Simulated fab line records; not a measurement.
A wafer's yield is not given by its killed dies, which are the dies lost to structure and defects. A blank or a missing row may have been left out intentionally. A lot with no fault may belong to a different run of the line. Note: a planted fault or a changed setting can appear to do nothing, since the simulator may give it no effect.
Chamber matching || flow sky130 || SKY_CONTACT_CMP_04 on cmp-01 has 4 sister chambers
The step polishes SiO2. 18 wafers are shown with their chamber, then 8 later ones without.

== WAFERS WITH THEIR CHAMBER ==
{"wafer": "L428.3", "chamber": 0, "motorCurrentA (A)": 12.1, "slurryFlowMlMin": 150.6, "platenRpm (rpm)": 60.00}
{"wafer": "L428.5", "chamber": 2, "motorCurrentA (A)": 12.7, "slurryFlowMlMin": 150.0, "platenRpm (rpm)": 59.96}
{"wafer": "L428.6", "chamber": 3, "motorCurrentA (A)": 13.4, "slurryFlowMlMin": 150.3, "platenRpm (rpm)": 60.04}
{"wafer": "L429.1", "chamber": 1, "motorCurrentA (A)": 11.6, "slurryFlowMlMin": 150.1, "platenRpm (rpm)": 60.02}
{"wafer": "L429.2", "chamber": 2, "motorCurrentA (A)": 11.8, "slurryFlowMlMin": 150.0, "platenRpm (rpm)": 60.01}
{"wafer": "L429.5", "chamber": 1, "motorCurrentA (A)": 12.0, "slurryFlowMlMin": 150.2, "platenRpm (rpm)": 60.02}
{"wafer": "L432.3", "chamber": 3, "motorCurrentA (A)": 12.8, "slurryFlowMlMin": 150.7, "platenRpm (rpm)": 59.93}
{"wafer": "L432.4", "chamber": 1, "motorCurrentA (A)": 12.4, "slurryFlowMlMin": 150.8, "platenRpm (rpm)": 59.96}
{"wafer": "L432.5", "chamber": 2, "motorCurrentA (A)": 11.4, "slurryFlowMlMin": 149.1, "platenRpm (rpm)": 59.99}
{"wafer": "L433.1", "chamber": 1, "motorCurrentA (A)": 12.5, "slurryFlowMlMin": 150.2, "platenRpm (rpm)": 60.05}
{"wafer": "L433.2", "chamber": 0, "motorCurrentA (A)": 12.7, "slurryFlowMlMin": 150.5, "platenRpm (rpm)": 59.96}
{"wafer": "L433.3", "chamber": 3, "motorCurrentA (A)": 12.8, "slurryFlowMlMin": 150.1, "platenRpm (rpm)": 59.96}
{"wafer": "L435.1", "chamber": 1, "motorCurrentA (A)": 11.9, "slurryFlowMlMin": 150.4, "platenRpm (rpm)": 60.01}
{"wafer": "L435.2", "chamber": 3, "motorCurrentA (A)": 12.7, "slurryFlowMlMin": 149.9, "platenRpm (rpm)": 59.97}
{"wafer": "L435.4", "chamber": 0, "motorCurrentA (A)": 12.8, "slurryFlowMlMin": 150.3, "platenRpm (rpm)": 60.01}
{"wafer": "L437.2", "chamber": 1, "motorCurrentA (A)": 12.6, "slurryFlowMlMin": 150.8, "platenRpm (rpm)": 60.01}
{"wafer": "L437.6", "chamber": 3, "motorCurrentA (A)": 13.0, "slurryFlowMlMin": 149.9, "platenRpm (rpm)": 59.98}
{"wafer": "L448.2", "chamber": 2, "motorCurrentA (A)": 11.4, "slurryFlowMlMin": 150.5, "platenRpm (rpm)": 59.96}

SIGNATURES (means of the wafers above)
{"reading": "motorCurrentA", "chamber 0": 12.533, "chamber 1": 12.167, "chamber 2": 11.825, "chamber 3": 12.940, "scatter within a chamber": 0.423}
{"reading": "slurryFlowMlMin", "chamber 0": 150.467, "chamber 1": 150.417, "chamber 2": 149.900, "chamber 3": 150.180, "scatter within a chamber": 0.378}
{"reading": "platenRpm", "chamber 0": 59.9900, "chamber 1": 60.0117, "chamber 2": 59.9800, "chamber 3": 59.9760, "scatter within a chamber": 0.0316}
Rule: for a wafer and a chamber, the distance is found by dividing, reading by reading, the gap between the wafer's reading and the chamber's mean by the reading's scatter, squaring, summing and taking the root. The wafer belongs to the nearest chamber; if the next one is less than 2 further off, it can't be placed. The scatter: the root of (the sum of the squares of (reading less its chamber's mean) over the shown wafers, divided by (wafers less chambers)).

== WAFERS WITHOUT THEIR CHAMBER ==
{"wafer": "L448.4", "motorCurrentA (A)": 13.0, "slurryFlowMlMin": 149.9, "platenRpm (rpm)": 59.93}
{"wafer": "L448.6", "motorCurrentA (A)": 13.1, "slurryFlowMlMin": 149.6, "platenRpm (rpm)": 60.01}
{"wafer": "L449.4", "motorCurrentA (A)": 12.9, "slurryFlowMlMin": 149.6, "platenRpm (rpm)": 60.03}
{"wafer": "L449.5", "motorCurrentA (A)": 11.5, "slurryFlowMlMin": 150.2, "platenRpm (rpm)": 59.99}
{"wafer": "L449.6", "motorCurrentA (A)": 11.8, "slurryFlowMlMin": 150.1, "platenRpm (rpm)": 60.04}
{"wafer": "L450.1", "motorCurrentA (A)": 12.6, "slurryFlowMlMin": 149.8, "platenRpm (rpm)": 60.05}
{"wafer": "L450.4", "motorCurrentA (A)": 12.2, "slurryFlowMlMin": 149.7, "platenRpm (rpm)": 59.99}
{"wafer": "L450.5", "motorCurrentA (A)": 12.0, "slurryFlowMlMin": 150.5, "platenRpm (rpm)": 60.03}

== CHAMBER TAKEN BY EACH ==
{"wafer": "L448.4", "from the rows above": "can't be placed: 3 or 0 or 2 or 1", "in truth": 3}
{"wafer": "L448.6", "from the rows above": "can't be placed: 3 or 0 or 1 or 2", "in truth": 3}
{"wafer": "L449.4", "from the rows above": "can't be placed: 3 or 0 or 1 or 2", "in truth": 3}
{"wafer": "L449.5", "from the rows above": "can't be placed: 2 or 1 or 0", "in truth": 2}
{"wafer": "L449.6", "from the rows above": "can't be placed: 1 or 2 or 0 or 3", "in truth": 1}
{"wafer": "L450.1", "from the rows above": "can't be placed: 1 or 0 or 3 or 2", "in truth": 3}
{"wafer": "L450.4", "from the rows above": "can't be placed: 2 or 1 or 0 or 3", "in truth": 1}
{"wafer": "L450.5", "from the rows above": "can't be placed: 1 or 0 or 2", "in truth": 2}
0 of 8 placed correctly. These rows do not allow placing 8 (true chamber among the candidates in 8). Number placed wrongly: 0.
